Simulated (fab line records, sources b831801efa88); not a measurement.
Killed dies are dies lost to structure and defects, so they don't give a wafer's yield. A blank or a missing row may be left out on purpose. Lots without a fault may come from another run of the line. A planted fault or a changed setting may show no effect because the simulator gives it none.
fab line records | flow gf180mcu
record lots=14 wafers=42 last_day=34
route steps=602 shown M2@379 V2@399 M3@409
lots that met no fault: from a run of the same line without faults
start_h: hours from the record's first day to the start of the lot's first wafer shown | wait_h: hours since the lot's step before | " the same as in the row above | L1.1+2: a row that stands for several wafers | - no value, or no start given | * or withheld: withheld | < > ~ a bound
route shown NAME@n: a module of which the file shows steps, and the number in the route of the first | usual: mean/standard deviation of fault-free wafers | same: alike in all rows | chamber/n: place in a boat | sites: the reading at each site | _std_site: their standard deviation | _edge_site: outer sites' mean less inner sites' | radius_mm: how far each site lies from the wafer's centre | mask NAME#n: copy n | behind: the tool/chamber that last shaped the wafer | hold: why the lot was held/for how many hours/how that ended | device: the transistor (n, p or np) that didn't switch | end of line: the same wafers' tests at the end of the route | a step without rows: its recipe alone | killed: dies lost to structure and defects at the first sort, not the wafer's yield | map: a wafer's dies, x killed, . not, _ none there
set.NAME: the setting as run; set.NAME@STEP: as run at that earlier step | model.NAME: the simulator's own value behind a step, which no gauge read
steps of the route over a sample of lots; a table a step, a row a wafer
services: from which hour (start_h, from the record's first day; less than 0 if before it) a tool's chamber was out of use, for how many hours, and why
## steps
# step GF_M2_STRIP_17
# recipe chemistry=O2/N2 power_w=1400 pressure_mtorr=1500 platen_temp_c=250 o2_flow_sccm=3000 n2_flow_sccm=300 overash_fraction=0.5
# usual drypump_motor_current_A=5.5/0.37 heater_power_w=316/34 oes_product_au=0.561/0.0044 strip_time_to_endpoint_s=7.96/0.042
# columns lot.wafer tool chamber start_h wait_h drypump_motor_current_A heater_power_w oes_product_au rf_hours_counter_h strip_time_to_endpoint_s
L991.2 plasma_asher-04 1 438.05 0.1 5.3 309 0.565 34 8.04
L991.3 " 0 " " 5.5 281 0.565 - 7.95
L991.6 " 1 " " 5.3 301 0.564 - 7.98
L993.4 plasma_asher-04 0 462.14 0.1 5.5 286 0.554 - 7.99
L993.5 " 1 " " 5.3 310 0.570 - 7.96
L993.6 " 0 " " 5.5 285 0.573 - 7.97
L994.1 plasma_asher-04 1 470.06 0.1 5.3 312 0.560 38 7.91
L994.3 " 0 " " 5.5 278 0.558 - 7.88
L994.5 " 0 " " 5.5 283 0.556 - 7.91
L996.1 plasma_asher-04 0 481.71 0.2 5.5 280 0.561 39 7.97
L996.2 " 1 " " 5.3 306 0.564 39 8.01
L996.3 " 0 " " 5.5 278 0.558 - 7.96
L995.2 plasma_asher-01 0 486.02 0.1 5.7 383 0.558 90 7.93
L995.5 " 0 " " 5.8 391 0.551 - 7.89
L995.6 " 1 " " 6.2 285 0.560 - 7.93
L997.2 plasma_asher-04 1 493.16 0.1 5.3 303 0.559 40 7.95
L997.4 " 1 " " 5.3 307 0.569 - 7.93
L997.5 " 1 " " 5.3 312 0.562 - 7.93
L101.2 plasma_asher-04 0 530.19 0.1 5.5 291 0.563 44 8.00
L101.3 " 1 " " 5.3 315 0.561 - 8.01
L101.4 " 0 " " 5.5 282 0.560 - 7.97
L102.1 plasma_asher-02 0 538.26 0.1 5.6 347 0.561 71 7.95
L102.2 " 1 " " 5.0 302 0.563 71 7.93
L102.6 " 0 " " 5.6 342 0.559 - 7.92
L103.1 plasma_asher-02 1 544.78 0.1 5.0 294 0.553 72 7.87
L103.3 " 1 " " 5.0 295 0.562 - 7.97
L103.6 " 0 " " 5.6 343 0.558 - 7.92
L108.1 plasma_asher-02 0 585.39 0.1 5.6 344 0.559 76 8.01
L108.4 " 1 " " 5.0 300 0.559 - 7.99
L108.6 " 1 " " 5.0 298 0.564 - 8.03
L109.1 plasma_asher-01 0 590.54 0.1 5.7 391 0.556 101 7.91
L109.3 " 0 " " 5.7 377 0.559 - 7.88
L109.6 " 1 " " 6.2 290 0.563 - 7.94
L111.2 plasma_asher-04 1 603.36 0.1 5.3 297 0.560 52 7.90
L111.3 " 1 " " 5.3 319 0.564 - 7.92
L111.6 " 0 " " 5.5 280 0.560 - 7.92
L112.2 plasma_asher-04 0 613.21 0.1 5.5 285 0.555 53 7.92
L112.3 " 0 " " 5.5 283 0.556 - 7.89
L112.4 " 1 " " 5.3 308 0.557 - 7.92
L114.1 plasma_asher-01 1 628.52 0.1 6.2 278 0.557 103 7.92
L114.3 " 1 " " 6.2 296 0.563 - 7.96
L114.4 " 0 " " 5.8 396 0.557 - 7.91
# step GF_V2_ETCH_17
# recipe chemistry=C4F8/O2/Ar mask_material=KrF target=SiO2 stop_on=TiN source_w=1500 bias_w=1200 pressure_mtorr=40 c4f8_flow_sccm=withheld O2_flow_sccm=6 Ar_flow_sccm=300 time_s=withheld target_depth_a=6300
# usual oes_product_au=0.856/0.0048
# columns lot.wafer tool chamber start_h wait_h oes_product_au
L991.2 rie_diel-04 3 - - 0.852
L991.3 " 0 " " 0.853
L991.6 " 3 " " 0.853
L993.4 rie_diel-01 3 - - 0.864
L993.5 " 3 " " 0.860
L993.6 " 0 " " 0.857
L994.1 rie_diel-03 0 - - 0.858
L994.3 " 3 " " 0.856
L994.5 " 3 " " 0.856
L996.1 rie_diel-04 2 - - 0.852
L996.2 " 1 " " 0.862
L996.3 " 3 " " 0.854
L995.2 rie_diel-04 3 - - 0.867
L995.5 " 3 " " 0.854
L995.6 " 2 " " 0.863
L997.2 rie_diel-01 0 - - 0.857
L997.4 " 3 " " 0.853
L997.5 " 0 " " 0.859
L101.2 rie_diel-01 1 - - 0.858
L101.3 " 3 " " 0.849
L101.4 " 0 " " 0.850
L102.1 rie_diel-04 3 - - 0.857
L102.2 " 2 " " 0.850
L102.6 " 0 " " 0.856
L103.1 rie_diel-03 3 - - 0.845
L103.3 " 1 " " 0.856
L103.6 " 3 " " 0.858
L108.1 rie_diel-01 2 - - 0.858
L108.4 " 3 " " 0.858
L108.6 " 3 " " 0.860
L109.1 rie_diel-01 3 - - 0.852
L109.3 " 2 " " 0.843
L109.6 " 2 " " 0.859
L111.2 rie_diel-04 2 - - 0.854
L111.3 " 0 " " 0.860
L111.6 " 1 " " 0.860
L112.2 rie_diel-03 2 - - 0.858
L112.3 " 3 " " 0.859
L112.4 " 1 " " 0.855
L114.1 rie_diel-03 1 - - 0.856
L114.3 " 0 " " 0.854
L114.4 " 2 " " 0.859
# step GF_V2_CMP_26
# recipe stop_on=SiO2 down_force_psi=3.5 platen_rpm=60 t_overpolish_s=15 target_thk_nm=0 pad_velocity_m_s=0.94248
# usual edge_zone_pressure_frac=1.001/0.0056 head_pressure_psi=3.500/0.0079 motor_current_A=11.4/1.1 overpolish_run_s=15.000/0.0087 slurry_flow_ml_min=150.0/0.41 time_to_endpoint_s=89/5.8
# columns lot.wafer tool chamber start_h wait_h edge_zone_pressure_frac head_pressure_psi motor_current_A overpolish_run_s slurry_flow_ml_min time_to_endpoint_s
L991.2 cmp-02 2 465.35 0.1 1.001 3.496 9.1 14.997 149.5 83
L991.3 " 3 " " 0.997 3.508 11.1 14.999 150.8 93
L991.6 " 1 " " 0.998 3.510 12.1 15.012 150.0 98
L993.4 cmp-02 2 489.33 0.1 1.013 3.501 9.5 15.012 149.9 84
L993.5 " 0 " " 0.992 3.491 11.8 14.982 150.1 95
L993.6 " 1 " " 1.002 3.507 11.9 15.013 150.1 97
L994.1 cmp-02 2 496.97 0.1 1.008 3.502 9.0 15.005 149.7 83
L994.3 " 0 " " 0.994 3.505 11.9 14.994 150.3 92
L994.5 " 2 " " 1.008 3.514 9.1 14.988 150.0 87
L996.3 cmp-02 0 508.45 0.0 - - - - - -
L996.2 " 1 " " - - - - - -
L996.1 " 3 " " - - - - - -
L995.2 cmp-02 3 512.49 0.4 - - - - - -
L995.6 " 0 " " - - - - - -
L995.5 " 1 " " - - - - - -
L997.4 cmp-01 1 520.16 0.0 1.004 3.504 10.9 14.999 150.1 88
L997.2 " 3 " " 1.001 3.496 12.6 14.996 149.9 81
L997.5 " 2 " " 0.997 3.513 11.5 14.998 149.7 85
L101.3 cmp-01 3 555.99 0.0 1.001 3.493 12.1 15.001 149.6 80
L101.4 " 0 " " 1.001 3.496 10.2 15.010 150.1 92
L101.2 " 1 " " 0.997 3.495 11.1 15.006 149.7 87
L102.2 cmp-02 3 563.20 0.0 1.012 3.500 10.4 14.983 149.8 91
L102.1 " 1 " " 1.005 3.503 12.2 14.999 150.7 99
L102.6 " 0 " " 1.004 3.478 11.9 15.009 149.6 94
L103.3 cmp-02 1 570.29 0.1 1.004 3.494 12.9 14.998 149.7 100
L103.1 " 2 " " 1.002 3.505 9.6 15.001 150.2 83
L103.6 " 1 " " 1.000 3.499 12.7 15.002 149.9 98
L108.1 cmp-02 2 608.94 0.1 0.999 3.500 9.6 15.006 149.4 82
L108.4 " 0 " " 1.003 3.506 12.1 14.986 150.2 86
L108.6 " 3 " " 1.003 3.504 10.7 14.993 150.1 86
L109.3 cmp-02 0 614.14 0.0 0.998 3.496 12.0 15.004 150.1 89
L109.1 " 3 " " 0.997 3.493 10.9 15.004 149.9 90
L109.6 " 1 " " 1.005 3.502 12.4 15.003 149.6 91
L111.3 cmp-02 2 626.27 0.0 1.005 3.496 9.4 14.996 149.6 80
L111.2 " 3 " " 0.989 3.505 11.2 14.990 149.7 90
L111.6 " 3 " " 0.996 3.504 10.8 15.007 149.6 91
L112.3 cmp-02 3 635.97 0.1 1.007 3.490 11.1 14.996 149.9 91
L112.4 " 0 " " 1.010 3.504 12.1 15.002 149.5 91
L112.2 " 1 " " 0.995 3.504 12.2 15.006 150.2 95
L114.1 cmp-02 1 650.23 0.1 0.994 3.493 12.2 14.986 149.5 93
L114.3 " 2 " " 1.005 3.504 9.2 15.002 150.1 83
L114.4 " 3 " " 1.003 3.505 10.4 14.996 149.2 90
# step GF_M3_SPUTTER_00
# recipe material=Ti target_thk_nm=37.5 arriving_ion_energy_ev=80 substrate_temp_c=200 chamber_pressure_pa=2 power_w=4000 time_s=150
# usual throttle_valve_pct=30.4/1
# columns lot.wafer tool chamber start_h wait_h throttle_valve_pct
L991.2 pvd_sputter-01 - 465.55 0.1 31.3
L991.3 " - " " 30.8
L991.6 " - " " 30.2
L993.4 pvd_sputter-03 - 489.53 0.1 29.6
L993.5 " - " " 30.9
L993.6 " - " " 30.1
L994.1 pvd_sputter-01 - 497.27 0.2 30.8
L994.3 " - " " 29.2
L994.5 " - " " 30.4
L997.2 pvd_sputter-03 - 520.46 0.1 30.7
L997.4 " - " " 29.8
L997.5 " - " " 30.8
L101.2 pvd_sputter-04 - 556.29 0.1 31.3
L101.3 " - " " 32.2
L101.4 " - " " 27.9
L102.1 pvd_sputter-01 - 563.50 0.1 31.0
L102.2 " - " " 29.4
L102.6 " - " " 31.6
L103.1 pvd_sputter-04 - 570.54 0.1 32.3
L103.3 " - " " 27.9
L103.6 " - " " 32.1
L108.1 pvd_sputter-04 - 609.24 0.2 29.5
L108.4 " - " " 32.3
L108.6 " - " " 31.2
L109.1 pvd_sputter-03 - 614.44 0.1 30.4
L109.3 " - " " 31.2
L109.6 " - " " 29.8
L111.2 pvd_sputter-01 - 626.57 0.2 29.4
L111.3 " - " " 30.2
L111.6 " - " " 30.5
L112.2 pvd_sputter-04 - 636.22 0.1 32.3
L112.3 " - " " 29.5
L112.4 " - " " 31.5
L114.1 pvd_sputter-01 - 650.48 0.2 31.5
L114.3 " - " " 30.3
L114.4 " - " " 29.1
## services
# columns tool chamber start_h hours kind
rie_diel-03 - 447.10 2.8 pm
pvd_sputter-04 - 457.06 3.3 repair
pvd_sputter-04 - 465.77 1.2 repair
pvd_sputter-03 - 467.58 21.1 repair
rie_diel-03 2 492.43 4.1 repair
cmp-02 - 510.46 0.3 repair
pvd_sputter-03 - 521.49 2.5 repair
rie_diel-04 1 522.36 5.2 repair
pvd_sputter-01 - 528.56 4.4 repair
rie_diel-01 - 536.48 2.8 pm
cmp-02 - 541.29 0.3 repair
plasma_asher-02 - 557.60 2.5 repair
pvd_sputter-04 - 559.59 5.6 repair
plasma_asher-04 - 560.22 3.4 repair
cmp-02 - 572.25 4.0 pm
rie_diel-03 3 575.53 1.7 repair
pvd_sputter-01 - 587.82 0.8 repair
rie_diel-04 1 596.08 4.1 repair
rie_diel-04 - 597.62 14.6 pm
rie_diel-04 3 628.05 5.5 repair
rie_diel-03 0 637.44 3.4 repair
cmp-02 - 638.93 1.1 repair
rie_diel-03 1 641.09 4.4 repair
rie_diel-04 3 644.78 4.0 repair
## key
first_sign step=GF_V2_CMP_26 reading=tool_record direction=missing
effect none on later readings
met_at GF_V2_CMP_26
struck_lots L995,L996
later_rows_left_out L995.2,L995.5,L995.6,L996.1,L996.2,L996.3
sort_left_out L995.2,L995.5,L995.6,L996.1,L996.2,L996.3
not_acting_at GF_M2_STRIP_17,GF_V2_ETCH_17,GF_M3_SPUTTER_00
onset_between 496.97 508.45
fault kind=skipped_step_whole tool=cmp-02 chamber=- onset_h=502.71 steps=GF_V2_CMP_26 scope=struck_lots_only
# sort_left_out: the simulated sort isn't trusted on such a fault, so these wafers' sort isn't shown, and their yield isn't known
# later_rows_left_out: the simulator's readings of these wafers behind a module that went badly wrong aren't trusted and aren't shown, but for the sort
